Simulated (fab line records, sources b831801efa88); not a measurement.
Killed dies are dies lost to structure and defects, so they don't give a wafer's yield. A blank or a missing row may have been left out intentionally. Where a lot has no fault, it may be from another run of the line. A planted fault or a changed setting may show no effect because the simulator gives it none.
2 desks, one fault | flow sky130 | each desk has only its own numbers; what lay behind them comes last

== AT THE METROLOGY DESK ==
What the gauges read for every lot (on any tool): the sampled wafers with a number, averaged. The brackets show how far a lot's mean lies from the usual mean; more than 4 standard deviations puts the lot out of limits, marked OUT.
Columns: A = cd-nm at SKY_VT_ADJUST_HVTR_CD_MEAS_07, usual 380.6 nm; B = SONOS_TUNNEL_TW at SKY_SONOS_TUNNEL_TW_MEAS_12, usual 197.3; C = POLY_GATE_CVD_00_THK at SKY_POLY_GATE_THK_MEAS_01, usual 180.3 nm
lot  | first seen here | A     | B     | C
L775 | day 9 13:11     | 376.9 | 198.2 | 178.8
L776 | day 9 19:22     | 381.0 | 201.5 | 178.4
L778 | day 10 10:51    | 381.6 | 197.2 | 179.8
L781 | day 11 04:32    | 381.6 | 200.2 | 179.5
L782 | day 11 13:57    | 378.3 | 195.1 | 181.7
L783 | day 11 19:08    | 384.0 | 196.1 | 180.2
L787 | day 12 23:51    | 382.3 | 196.6 | 180.3
L792 | day 14 18:21    | 381.4 | 201.5 | 179.1
L793 | day 15 02:22    | 382.1 | 195.9 | 143.2 (-29) OUT
L794 | day 15 04:23    | 375.3 | 195.4 | 145.5 (-27) OUT
This desk finds L793, L794 out of limits, with the earliest case on L793 at day 20 13:13 (POLY_GATE_CVD_00_THK at SKY_POLY_GATE_THK_MEAS_01). L775, L776, L778, L781, L782, L783, L787, L792 stayed within limits.

== AT THE TOOL OWNER'S DESK: lpcvd-01 ==
The tool's own readings at SKY_POLY_GATE_CVD_00 (deposits poly-Si, target thk 180 nm, time 720 s): means of the sampled wafers that have a number, for each lot that ran on this tool. The brackets show how far a lot's mean lies from the usual mean; more than 4 standard deviations puts the lot out of limits, marked OUT.
Columns: A = pressure-mtorr at SKY_POLY_GATE_CVD_00, usual 200.0 mTorr; B = spike-tc-bottom-C at SKY_POLY_GATE_CVD_00, usual 638.8 C; C = spike-tc-centre-C at SKY_POLY_GATE_CVD_00, usual 621.3 C; D = spike-tc-lower-C at SKY_POLY_GATE_CVD_00, usual 621.1 C; E = spike-tc-top-C at SKY_POLY_GATE_CVD_00, usual 640.1 C; F = spike-tc-upper-C at SKY_POLY_GATE_CVD_00, usual 619.6 C; G = susceptor-temp-C at SKY_POLY_GATE_CVD_00, usual 619.99 C
lot  | first seen here | A     | B                | C                | D                | E                | F                | G
L775 | day 14 01:59    | 200.3 | 637.6            | 621.8            | 621.4            | 641.5            | 619.9            | 620.35
L776 | day 14 07:28    | 199.9 | 639.5            | 620.1            | 621.0            | 638.0            | 619.8            | 620.08
L778 | day 14 23:33    | 200.2 | 638.6            | 621.8            | 621.1            | 640.6            | 619.3            | 620.02
L781 | day 15 22:10    | 199.8 | 639.0            | 622.0            | 621.0            | 639.5            | 619.2            | 620.06
L782 | day 16 11:43    | 199.6 | 640.6            | 621.4            | 622.0            | 639.6            | 619.5            | 619.85
L783 | day 16 13:34    | 200.5 | 639.2            | 621.6            | 622.2            | 642.1            | 620.8            | 620.29
L787 | day 18 01:41    | 199.9 | 639.2            | 620.8            | 620.8            | 641.2            | 619.6            | 619.98
L792 | day 20 05:20    | 200.2 | 637.3            | 621.4            | 621.3            | 641.2            | 619.5            | 620.03
L793 | day 20 11:59    | 200.3 | 628.7 (-8.4) OUT | 612.2 (-9.1) OUT | 612.0 (-8.3) OUT | 632.7 (-5.3) OUT | 608.5 (-11) OUT  | 610.38 (-33) OUT
L794 | day 20 14:35    | 199.7 | 629.7 (-7.6) OUT | 612.5 (-8.8) OUT | 611.0 (-9.2) OUT | 629.8 (-7.3) OUT | 611.2 (-8.4) OUT | 610.24 (-34) OUT
This desk's verdict: out of limits on L793, L794, starting with L793 at day 20 11:59 (spike-tc-bottom-C at SKY_POLY_GATE_CVD_00). L775, L776, L778, L781, L782, L783, L787, L792 stayed within limits.

== ALL TOGETHER ==
The tool owner's desk had the chance to raise an alarm at day 20 11:59 on L793, L794.
L793, L794 would have let the metrology desk raise an alarm at day 20 13:13.
On lpcvd-01, each named lot ran SKY_POLY_GATE_CVD_00.

== WHAT THE SIMULATOR PUT IN ==
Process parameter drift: lpcvd-01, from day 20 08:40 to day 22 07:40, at SKY_POLY_GATE_CVD_00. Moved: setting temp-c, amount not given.
Struck lots among those shown: L793, L794.
Fault start to first reading out of limits, in hours, per desk: tool owner, 3; metrology, 5.
